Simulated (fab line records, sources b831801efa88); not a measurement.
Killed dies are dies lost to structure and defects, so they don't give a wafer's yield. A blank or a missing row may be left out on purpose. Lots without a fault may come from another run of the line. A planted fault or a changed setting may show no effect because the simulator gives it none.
Which tool did it? | flow sky130 | 12 lots, 36 wafers sampled, at 3 steps of a route of 708

WHAT THE GAUGES READ, wafer by wafer
SKY_FIELD_ISO_THK_MEAS_02.
lot  | measured    | on            | FIELD_ISO_OXIDATION_00_THK (nm)
L703 | day 1 18:49 | film_metro-01 | 11.8 12.0 11.8
L704 | day 1 22:59 | film_metro-01 | 11.8 12.0 11.9
L705 | day 2 03:22 | film_metro-04 | 11.8 12.0 12.0
L706 | day 2 09:32 | film_metro-02 | 12.0 12.3 12.0
L708 | day 2 17:38 | film_metro-02 | 12.2 12.1 12.2
L709 | day 2 23:35 | film_metro-01 | 12.2 12.2 12.2
L710 | day 3 04:20 | film_metro-01 | 11.9 12.0 11.7
L712 | day 3 13:38 | film_metro-02 | 10.3 10.3 10.5
L714 | day 4 00:25 | film_metro-01 | 10.0 10.0 10.1
L717 | day 4 14:38 | film_metro-02 | 12.1 12.5 12.4
L724 | day 6 03:34 | film_metro-04 | 12.3 12.3 12.2
L725 | day 6 07:52 | film_metro-01 | 12.5 12.5 12.4

SKY_FIELD_ISO_CD_MEAS_13: target cd 150 nm.
lot  | measured    | on        | cd_nm (nm)
L703 | day 2 10:50 | cd_sem-01 | 151.5 151.0 151.5
L704 | day 2 16:50 | cd_sem-02 | 149.7 149.8 150.3
L705 | day 2 20:51 | cd_sem-02 | 149.5 148.0 150.0
L706 | day 3 02:48 | cd_sem-01 | 150.4 149.3 149.4
L708 | day 3 11:44 | cd_sem-02 | 152.1 152.4 151.1
L709 | day 3 16:54 | cd_sem-01 | 149.4 150.0 149.4
L710 | day 3 22:38 | cd_sem-02 | 149.2 148.9 149.9
L712 | day 4 07:53 | cd_sem-02 | 151.7 151.1 150.3
L714 | day 4 18:40 | cd_sem-02 | 148.1 150.6 151.1
L717 | day 5 09:39 | cd_sem-01 | 153.4 152.9 151.4
L724 | day 7 03:28 | cd_sem-02 | 151.0 149.6 151.1
L725 | day 7 06:21 | cd_sem-01 | 152.5 153.5 154.3

WHICH TOOL RAN EACH LOT (tool, then ch and the chambers of the sampled wafers, then the start)
lot  | SKY_FIELD_ISO_OXIDATION_01
L703 | furnace-01 ch 0, day 1 17:17
L704 | furnace-01 ch 0, day 1 21:28
L705 | furnace-02 ch 0, day 2 01:50
L706 | furnace-02 ch 0, day 2 08:01
L708 | furnace-02 ch 0, day 2 16:07
L709 | furnace-02 ch 0, day 2 22:04
L710 | furnace-01 ch 0, day 3 02:50
L712 | furnace-01 ch 0, day 3 12:07
L714 | furnace-01 ch 0, day 3 22:53
L717 | furnace-02 ch 0, day 4 13:07
L724 | furnace-02 ch 0, day 6 02:02
L725 | furnace-02 ch 0, day 6 06:22
- SKY_FIELD_ISO_OXIDATION_01: stabilise 600 s, purge 300 s, target thk 12 nm.

WHAT THE TOOLS THEMSELVES READ (means of the sampled wafers that have a number; where no wafer has one, the mark that the record gives instead)
SKY_FIELD_ISO_OXIDATION_01.
lot  | tool       | spike_tc_centre_C (C) | spike_tc_upper_C (C)
L703 | furnace-01 | 901.8                 | 900.5
L704 | furnace-01 | 901.5                 | 900.8
L705 | furnace-02 | 899.0                 | 900.3
L706 | furnace-02 | 898.0                 | 899.1
L708 | furnace-02 | 899.8                 | 900.0
L709 | furnace-02 | 899.4                 | 898.4
L710 | furnace-01 | 901.1                 | 900.8
L712 | furnace-01 | 900.2                 | 899.8
L714 | furnace-01 | 901.7                 | 900.2
L717 | furnace-02 | 899.3                 | 899.7
L724 | furnace-02 | 898.6                 | 899.7
L725 | furnace-02 | 900.0                 | 898.2

THE ANSWER, worked out from the rows above alone
Rule: what is usual is taken from the lots themselves. Put in order of their means at a reading, lots are off if they are a third of the lots or fewer, leave a main group of 4 or more, and stand apart from it by a gap of 3 or more times the standard deviation of the main group's means; of several such gaps the widest counts. A main group whose means are all the same, to the digits that the tables above print for the reading, isn't used. A lot without any number at a reading at which 4 lots or more have one is off too. The other lots that the step has rows for count as sound. The gauges are gone through in route order, then the tools' own readings, and for those a lot's mean is taken as printed above. The first step at which some lot is off is used, and at that step the reading that is off furthest; a lot without a number counts as furthest.
Off: L712, L714, at SKY_FIELD_ISO_THK_MEAS_02 (FIELD_ISO_OXIDATION_00_THK). The main group: mean 12.1 nm, standard deviation 0.2.
A tool fits if, at a process step before that reading, it ran every lot that is off, and no sound lot after the first of them. The gauges at SKY_FIELD_ISO_THK_MEAS_02 are tried like those tools. One fits: furnace-01 at SKY_FIELD_ISO_OXIDATION_01. Its last sound lot is L710 (day 3 02:50), its first lot that is off L712 (day 3 12:07): a fault that began between those two fits.

WHAT THE SIMULATOR HAD PUT IN
Process parameter drift: furnace-01, from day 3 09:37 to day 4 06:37, at SKY_FIELD_ISO_OXIDATION_01. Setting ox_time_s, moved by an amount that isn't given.
Lots struck among those shown: L712, L714. The rule above found the same.
